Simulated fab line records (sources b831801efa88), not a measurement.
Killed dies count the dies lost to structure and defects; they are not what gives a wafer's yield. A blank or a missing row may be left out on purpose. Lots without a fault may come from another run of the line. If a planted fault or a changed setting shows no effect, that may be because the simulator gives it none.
The tool behind it: which one? / flow sky130 / Sampling: 12 lots, 36 wafers, 6 of 708 route steps

== WHAT THE GAUGES SHOWED, per wafer ==
SKY_FIELD_ISO_CD_MEAS_13 targets a cd of 150 nm. Usual: cdNm 149.8 nm, standard deviation 1.6.
lot=L801; measured=day 2 03:59; on=cdSem-02; cdNm (nm)=149.9 152.3 149.2; flag=
lot=L803; measured=day 2 14:51; on=cdSem-01; cdNm (nm)=148.3 148.4 149.1; flag=
lot=L805; measured=day 3 03:07; on=cdSem-02; cdNm (nm)=147.7 146.8 148.0; flag=
lot=L806; measured=day 3 07:38; on=cdSem-01; cdNm (nm)=148.0 150.0 149.3; flag=
lot=L808; measured=day 3 20:00; on=cdSem-02; cdNm (nm)=153.5 152.7 153.9; flag=
lot=L811; measured=day 4 11:01; on=cdSem-01; cdNm (nm)=148.6 149.8 148.6; flag=
lot=L813; measured=day 4 20:00; on=cdSem-01; cdNm (nm)=150.4 149.4 150.3; flag=
lot=L814; measured=day 5 03:22; on=cdSem-01; cdNm (nm)=151.7 150.4 151.6; flag=
lot=L815; measured=day 5 08:17; on=cdSem-01; cdNm (nm)=149.1 149.6 150.0; flag=
lot=L818; measured=day 5 20:47; on=cdSem-01; cdNm (nm)=149.5 149.5 148.0; flag=
lot=L820; measured=day 6 07:02; on=cdSem-01; cdNm (nm)=149.9 148.7 150.0; flag=
lot=L823; measured=day 7 01:55; on=cdSem-01; cdNm (nm)=146.1 146.7 147.4; flag=

SKY_PWDE_TW_MEAS_10. Usual: PWDE_TW typically reads 371.5, with standard deviation 2.7.
lot=L801; measured=day 3 17:40; on=filmMetro-02; PWDE_TW=371.8 371.1 371.2; flag=
lot=L803; measured=day 4 05:37; on=filmMetro-01; PWDE_TW=372.1 374.8 372.9; flag=
lot=L805; measured=day 4 22:12; on=filmMetro-02; PWDE_TW=366.5 365.2 367.0; flag=
lot=L806; measured=day 5 04:36; on=filmMetro-02; PWDE_TW=371.5 370.3 369.4; flag=
lot=L808; measured=day 5 14:43; on=filmMetro-01; PWDE_TW=375.1 376.0 373.5; flag=
lot=L811; measured=day 6 07:17; on=filmMetro-04; PWDE_TW=374.3 373.2 372.0; flag=
lot=L813; measured=day 6 15:49; on=filmMetro-04; PWDE_TW=371.6 372.8 373.3; flag=
lot=L814; measured=day 6 23:02; on=filmMetro-02; PWDE_TW=360.5 361.3 359.3; flag=OFF
lot=L815; measured=day 7 04:33; on=filmMetro-02; PWDE_TW=367.2 366.5 367.7; flag=
lot=L818; measured=day 7 22:37; on=filmMetro-02; PWDE_TW=356.1 356.6 354.7; flag=OFF
lot=L820; measured=day 8 10:49; on=filmMetro-01; PWDE_TW=373.4 375.9 373.4; flag=
lot=L823; measured=day 9 01:39; on=filmMetro-04; PWDE_TW=375.0 373.0 375.6; flag=

SKY_NWELL_RS_MEAS_29: a four-point-probe measurement. Usual: NWELL_RS typically reads 625.4 ohm/sq, with standard deviation 1.4.
lot=L801; measured=day 5 05:26; on=filmMetro-02; NWELL_RS (ohm/sq)=624.8 623.5 626.0; flag=
lot=L803; measured=day 5 18:27; on=filmMetro-04; NWELL_RS (ohm/sq)=624.2 627.1 626.5; flag=
lot=L805; measured=day 6 12:01; on=filmMetro-01; NWELL_RS (ohm/sq)=624.2 625.8 624.5; flag=
lot=L806; measured=day 6 18:04; on=filmMetro-04; NWELL_RS (ohm/sq)=626.4 626.8 626.3; flag=
lot=L808; measured=day 7 04:55; on=filmMetro-04; NWELL_RS (ohm/sq)=625.6 625.3 626.8; flag=
lot=L811; measured=day 7 23:16; on=filmMetro-01; NWELL_RS (ohm/sq)=624.1 623.2 624.9; flag=
lot=L813; measured=day 8 10:06; on=filmMetro-04; NWELL_RS (ohm/sq)=625.9 625.5 624.5; flag=
lot=L814; measured=day 8 16:55; on=filmMetro-02; NWELL_RS (ohm/sq)=626.1 626.0 627.6; flag=
lot=L815; measured=day 8 22:53; on=filmMetro-01; NWELL_RS (ohm/sq)=622.3 621.6 624.6; flag=
lot=L818; measured=day 9 18:03; on=filmMetro-01; NWELL_RS (ohm/sq)=628.1 627.6 628.3; flag=
lot=L820; measured=day 10 07:26; on=filmMetro-04; NWELL_RS (ohm/sq)=625.0 625.7 626.4; flag=
lot=L823; measured=day 10 23:16; on=filmMetro-04; NWELL_RS (ohm/sq)=626.5 625.6 623.3; flag=

SKY_NWELL_RS_MEAS_31: a four-point-probe measurement. Usual: PWDE_RS typically reads 5283 ohm/sq, with standard deviation 16.
lot=L801; measured=day 5 05:41; on=filmMetro-02; PWDE_RS (ohm/sq)=5279 5283 5272; flag=
lot=L803; measured=day 5 18:41; on=filmMetro-04; PWDE_RS (ohm/sq)=5276 5281 5265; flag=
lot=L805; measured=day 6 12:15; on=filmMetro-01; PWDE_RS (ohm/sq)=5313 5312 5310; flag=
lot=L806; measured=day 6 18:19; on=filmMetro-04; PWDE_RS (ohm/sq)=5309 5296 5289; flag=
lot=L808; measured=day 7 05:09; on=filmMetro-04; PWDE_RS (ohm/sq)=5271 5268 5273; flag=
lot=L811; measured=day 7 23:31; on=filmMetro-01; PWDE_RS (ohm/sq)=5271 5267 5281; flag=
lot=L813; measured=day 8 10:20; on=filmMetro-04; PWDE_RS (ohm/sq)=5289 5288 5278; flag=
lot=L814; measured=day 8 17:09; on=filmMetro-02; PWDE_RS (ohm/sq)=5722 5717 5734; flag=OFF
lot=L815; measured=day 8 23:07; on=filmMetro-01; PWDE_RS (ohm/sq)=5290 5278 5274; flag=
lot=L818; measured=day 9 18:17; on=filmMetro-01; PWDE_RS (ohm/sq)=5713 5730 5746; flag=OFF
lot=L820; measured=day 10 07:40; on=filmMetro-04; PWDE_RS (ohm/sq)=5273 5260 5275; flag=
lot=L823; measured=day 10 23:31; on=filmMetro-04; PWDE_RS (ohm/sq)=5280 5284 5291; flag=

== TOOL THAT RAN EACH LOT (tool first, then ch and the chambers of the sampled wafers, then the start) ==
lot=L801; SKY_FIELD_ISO_CMP_27=cmp-02 ch 1,2,3, day 2 07:46; SKY_PWDE_IMPLANT_08=implanter-03 ch 0, day 3 17:25
lot=L803; SKY_FIELD_ISO_CMP_27=cmp-01 ch 1,2, day 2 19:07; SKY_PWDE_IMPLANT_08=implanter-04 ch 0, day 4 05:24
lot=L805; SKY_FIELD_ISO_CMP_27=cmp-02 ch 2,3, day 3 10:05; SKY_PWDE_IMPLANT_08=implanter-03 ch 0, day 4 21:57
lot=L806; SKY_FIELD_ISO_CMP_27=cmp-02 ch 0,2,3, day 3 14:02; SKY_PWDE_IMPLANT_08=implanter-01 ch 0, day 5 04:21
lot=L808; SKY_FIELD_ISO_CMP_27=cmp-02 ch 0,1, day 4 00:20; SKY_PWDE_IMPLANT_08=implanter-04 ch 0, day 5 14:29
lot=L811; SKY_FIELD_ISO_CMP_27=cmp-01 ch 0,1,3, day 4 16:23; SKY_PWDE_IMPLANT_08=implanter-01 ch 0, day 6 07:04
lot=L813; SKY_FIELD_ISO_CMP_27=cmp-01 ch 1,3, day 4 23:32; SKY_PWDE_IMPLANT_08=implanter-03 ch 0, day 6 15:36
lot=L814; SKY_FIELD_ISO_CMP_27=cmp-02 ch 0,2,3, day 5 07:11; SKY_PWDE_IMPLANT_08=implanter-01 ch 0, day 6 22:47
lot=L815; SKY_FIELD_ISO_CMP_27=cmp-01 ch 0,2,3, day 5 12:30; SKY_PWDE_IMPLANT_08=implanter-03 ch 0, day 7 04:19
lot=L818; SKY_FIELD_ISO_CMP_27=cmp-01 ch 0,1,3, day 6 02:19; SKY_PWDE_IMPLANT_08=implanter-01 ch 0, day 7 22:22
lot=L820; SKY_FIELD_ISO_CMP_27=cmp-01 ch 2,3, day 6 14:20; SKY_PWDE_IMPLANT_08=implanter-03 ch 0, day 8 10:35
lot=L823; SKY_FIELD_ISO_CMP_27=cmp-02 ch 0,2,3, day 7 05:30; SKY_PWDE_IMPLANT_08=implanter-03 ch 0, day 9 01:24
- SKY_FIELD_ISO_CMP_27: polishes, stops on Si3N4, t overpolish 16 s, target thk 457.8 nm.
- SKY_PWDE_IMPLANT_08

== AS READ BY THE TOOLS THEMSELVES (means over the sampled wafers that have a number; for cases with no such wafer, the mark the record gives instead) ==
SKY_FIELD_ISO_CMP_27. Usual: motorCurrentA 12.3 A, standard deviation 1.2; overpolishRunS 16.001 s, standard deviation 0.0082; slurryFlowMlMin 150.0, standard deviation 0.44; timeToEndpointS 110 s, standard deviation 5.1.
lot=L801; tool=cmp-02; motorCurrentA (A)=11.4; overpolishRunS (s)=16.002; slurryFlowMlMin=150.1; timeToEndpointS (s)=109; flag=
lot=L803; tool=cmp-01; motorCurrentA (A)=12.8; overpolishRunS (s)=16.010; slurryFlowMlMin=150.4; timeToEndpointS (s)=111; flag=
lot=L805; tool=cmp-02; motorCurrentA (A)=11.4; overpolishRunS (s)=15.994; slurryFlowMlMin=149.7; timeToEndpointS (s)=108; flag=
lot=L806; tool=cmp-02; motorCurrentA (A)=12.1; overpolishRunS (s)=16.009; slurryFlowMlMin=149.8; timeToEndpointS (s)=110; flag=
lot=L808; tool=cmp-02; motorCurrentA (A)=13.2; overpolishRunS (s)=15.997; slurryFlowMlMin=150.0; timeToEndpointS (s)=110; flag=
lot=L811; tool=cmp-01; motorCurrentA (A)=12.2; overpolishRunS (s)=16.005; slurryFlowMlMin=149.8; timeToEndpointS (s)=104; flag=
lot=L813; tool=cmp-01; motorCurrentA (A)=11.9; overpolishRunS (s)=15.997; slurryFlowMlMin=150.0; timeToEndpointS (s)=105; flag=
lot=L814; tool=cmp-02; motorCurrentA (A)=11.6; overpolishRunS (s)=15.999; slurryFlowMlMin=150.2; timeToEndpointS (s)=109; flag=
lot=L815; tool=cmp-01; motorCurrentA (A)=12.6; overpolishRunS (s)=15.997; slurryFlowMlMin=149.8; timeToEndpointS (s)=108; flag=
lot=L818; tool=cmp-01; motorCurrentA (A)=12.3; overpolishRunS (s)=16.003; slurryFlowMlMin=149.9; timeToEndpointS (s)=112; flag=
lot=L820; tool=cmp-01; motorCurrentA (A)=12.8; overpolishRunS (s)=15.997; slurryFlowMlMin=150.1; timeToEndpointS (s)=108; flag=
lot=L823; tool=cmp-02; motorCurrentA (A)=11.3; overpolishRunS (s)=16.007; slurryFlowMlMin=150.1; timeToEndpointS (s)=110; flag=

SKY_PWDE_IMPLANT_08. Usual: doseIonsCm2 3.601e+12, standard deviation 4e+09; faradayCurrentUA 20.3, standard deviation 0.41.
lot=L801 tool=implanter-03 doseIonsCm2=3.593e+12 faradayCurrentUA=20.3 flag=
lot=L803 tool=implanter-04 doseIonsCm2=3.601e+12 faradayCurrentUA=20.2 flag=
lot=L805 tool=implanter-03 doseIonsCm2=3.598e+12 faradayCurrentUA=20.1 flag=
lot=L806 tool=implanter-01 doseIonsCm2=3.606e+12 faradayCurrentUA=20.0 flag=
lot=L808 tool=implanter-04 doseIonsCm2=3.599e+12 faradayCurrentUA=20.2 flag=
lot=L811 tool=implanter-01 doseIonsCm2=3.600e+12 faradayCurrentUA=20.3 flag=
lot=L813 tool=implanter-03 doseIonsCm2=3.603e+12 faradayCurrentUA=20.3 flag=
lot=L814 tool=implanter-01 doseIonsCm2=3.260e+12 faradayCurrentUA=18.5 flag=OFF
lot=L815 tool=implanter-03 doseIonsCm2=3.599e+12 faradayCurrentUA=19.9 flag=
lot=L818 tool=implanter-01 doseIonsCm2=3.262e+12 faradayCurrentUA=18.6 flag=OFF
lot=L820 tool=implanter-03 doseIonsCm2=3.600e+12 faradayCurrentUA=20.5 flag=
lot=L823 tool=implanter-03 doseIonsCm2=3.603e+12 faradayCurrentUA=20.3 flag=

== THE ANSWER, worked out from the rows above alone ==
Rule: a lot is off if the mean of its wafers that have a number lies more than 3 standard deviations from the usual mean. A lot without any number at a reading at which 4 lots or more have one is off too. The other lots that the step has rows for count as sound. The gauges are gone through in route order, then the tools' own readings, and for those a lot's mean is taken as printed above. The first step at which some lot is off is used, and at that step the reading that is off furthest; a lot without a number counts as furthest.
Off: L814, L818, at SKY_PWDE_TW_MEAS_10 (PWDE_TW).
If a tool, at a process step before that reading, ran all the lots that are off and no sound lot after the first of them, it fits. Not tried: the gauges at SKY_PWDE_TW_MEAS_10; whatever is off there is also off at SKY_PWDE_IMPLANT_08, on other tools, and gauge error can't account for it. One candidate fits, namely implanter-01 at SKY_PWDE_IMPLANT_08. Its last sound lot is L811 (day 6 07:04), its first lot that is off L814 (day 6 22:47): a fault that began between those two fits.
The tool's own readings at SKY_PWDE_IMPLANT_08 bear it out: on the lots that are off they differ by more than 5 times the standard deviation of the sound lots' means. doseIonsCm2 reads 3.261e+12 there against 3.600e+12 on the sound lots; faradayCurrentUA reads 18.6 there against 20.2 on the sound lots.

== WHAT THE SIMULATOR PUT IN ==
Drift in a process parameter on implanter-01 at SKY_PWDE_IMPLANT_08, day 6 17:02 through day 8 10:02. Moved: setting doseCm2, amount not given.
Shown lots that were struck: L814, L818. This agrees with what the rule above found.
